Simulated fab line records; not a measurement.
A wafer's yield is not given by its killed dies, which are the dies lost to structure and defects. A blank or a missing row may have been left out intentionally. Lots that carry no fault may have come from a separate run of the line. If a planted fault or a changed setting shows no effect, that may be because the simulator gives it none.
Which of the tools did it? :: flow gf180mcu :: 18 wafers from 6 lots sampled at 4 of the route's 602 steps

== WHAT THE GAUGES SHOWED, per wafer ==
GF_V3_CD_MEAS_14: the cd target is 260 nm.
lot: L345
measured: day 22 17:05
on: cd_sem-01
cd_nm (nm): 259.4 262.3 261.0

lot: L348
measured: day 25 20:51
on: cd_sem-01
cd_nm (nm): 259.6 259.8 259.6

lot: L352
measured: day 26 03:09
on: cd_sem-02
cd_nm (nm): 258.1 258.9 259.5

lot: L360
measured: day 28 17:08
on: cd_sem-01
cd_nm (nm): 259.8 259.6 259.8

lot: L361
measured: day 29 05:53
on: cd_sem-01
cd_nm (nm): 262.7 262.7 262.7

lot: L364
measured: day 30 00:14
on: cd_sem-01
cd_nm (nm): 258.1 258.0 260.2

== EACH LOT AND THE TOOL THAT RAN IT (in order: tool; ch and the chambers of the sampled wafers; start) ==
lot: L345
GF_V2_SPUTTER_22: pvd_sputter-04, day 20 14:47
GF_M3_METAL_ETCH_16: rie_metal-03 ch 0,1, day 21 15:48
GF_M3_STRIP_17: plasma_asher-01 ch 0,1, day 21 15:55

lot: L348
GF_V2_SPUTTER_22: pvd_sputter-01, day 24 00:14
GF_M3_METAL_ETCH_16: rie_metal-01 ch 0,1, day 24 22:38
GF_M3_STRIP_17: plasma_asher-03 ch 0,1, day 24 22:45

lot: L352
GF_V2_SPUTTER_22: pvd_sputter-04, day 24 07:02
GF_M3_METAL_ETCH_16: rie_metal-03 ch 0, day 25 05:19
GF_M3_STRIP_17: plasma_asher-03 ch 0,1, day 25 05:30

lot: L360
GF_V2_SPUTTER_22: pvd_sputter-03, day 27 00:01
GF_M3_METAL_ETCH_16: rie_metal-03 ch 1, day 27 20:57
GF_M3_STRIP_17: plasma_asher-02 ch 0,1, day 27 21:11

lot: L361
GF_V2_SPUTTER_22: pvd_sputter-03, day 27 14:24
GF_M3_METAL_ETCH_16: rie_metal-01 ch 0,1, day 28 09:57
GF_M3_STRIP_17: plasma_asher-02 ch 0,1, day 28 10:04

lot: L364
GF_V2_SPUTTER_22: pvd_sputter-04, day 28 09:34
GF_M3_METAL_ETCH_16: rie_metal-01 ch 0,1, day 29 05:21
GF_M3_STRIP_17: plasma_asher-02 ch 0,1, day 29 05:28
- GF_V2_SPUTTER_22: material TiN, target thk 10 nm, time 40 s.
- GF_M3_METAL_ETCH_16: etches the open film in Cl2/BCl3, stops on SiO2, target depth 627.5 nm, time 104.6 s.
- GF_M3_STRIP_17: strips in O2/N2.

== THE ANSWER, worked out from the rows above alone ==
Rule: what is usual is taken from the lots themselves. The widest of any qualifying gaps counts: lots, ordered by their means at a reading, are off when they make up no more than a third of the lots, leave a main group of 4 or more, and stand apart from it by 3 or more times the standard deviation of that group's means. If all means in a main group match to the digits the tables above print for the reading, that group is not used. Also off: a lot with no number at a reading for which 4 or more lots have one. Where the step has rows for the other lots, those lots are counted as sound.
No lot is off at any reading shown: from this, nothing can be told.

== WHAT THE SIMULATOR HAD INSERTED ==
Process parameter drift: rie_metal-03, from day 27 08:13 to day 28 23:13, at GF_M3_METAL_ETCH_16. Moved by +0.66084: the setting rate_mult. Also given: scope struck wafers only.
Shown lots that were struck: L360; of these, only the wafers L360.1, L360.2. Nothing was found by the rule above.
